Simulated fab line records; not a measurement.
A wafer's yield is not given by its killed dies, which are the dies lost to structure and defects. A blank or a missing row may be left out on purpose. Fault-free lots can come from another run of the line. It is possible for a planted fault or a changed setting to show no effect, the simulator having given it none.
Which tool did it?    flow sky130    6 lots, 18 wafers sampled, at 2 steps of a route of 708

== WHAT EACH GAUGE READ, for each wafer ==
SKY_SD_N_CD_MEAS_07 targets a cd of 380 nm.
lot   measured      on         cd_nm (nm)
L131  day 28 17:36  cd_sem-02  384.6 384.2 380.1
L133  day 29 13:16  cd_sem-02  381.2 379.6 381.2
L136  day 30 13:35  cd_sem-02  379.3 377.0 377.8
L144  day 33 01:16  cd_sem-02  378.5 379.9 380.5
L145  day 33 20:10  cd_sem-02  376.9 374.6 376.0
L149  day 34 12:32  cd_sem-02  379.1 382.3 380.5

== WHICH TOOL RAN EACH LOT (tool, then ch and the chambers of the sampled wafers, then the start) ==
lot   SKY_SPACER_ETCHBACK_02
L131  rie_diel-04 ch 0,2,3, day 23 21:04
L133  rie_diel-02 ch 0,1,3, day 24 17:53
L136  rie_diel-01 ch 0,3, day 25 21:15
L144  rie_diel-02 ch 2,3, day 28 12:45
L145  rie_diel-02 ch 0,1, day 29 08:00
L149  rie_diel-02 ch 1,2, day 30 01:34
- SKY_SPACER_ETCHBACK_02: etches Si3N4 in CH3F/O2, stops on SiO2, time 46.7 s, target depth 45 nm.

== THE ANSWER, worked out from the rows above alone ==
Rule: usual is defined by the lots themselves. Put in order of their means at a reading, lots are off if they are a third of the lots or fewer, leave a main group of 4 or more, and stand apart from it by a gap of 3 or more times the standard deviation of the main group's means; of several such gaps the widest counts. The tables above print the reading to a certain number of digits; a main group whose means all agree to those digits is not used. A lot without any number at a reading at which 4 lots or more have one is off too. The other lots that the step has rows for count as sound.
None of the lots is off at any reading shown; this tells nothing.

== WHAT WAS PUT IN BY THE SIMULATOR ==
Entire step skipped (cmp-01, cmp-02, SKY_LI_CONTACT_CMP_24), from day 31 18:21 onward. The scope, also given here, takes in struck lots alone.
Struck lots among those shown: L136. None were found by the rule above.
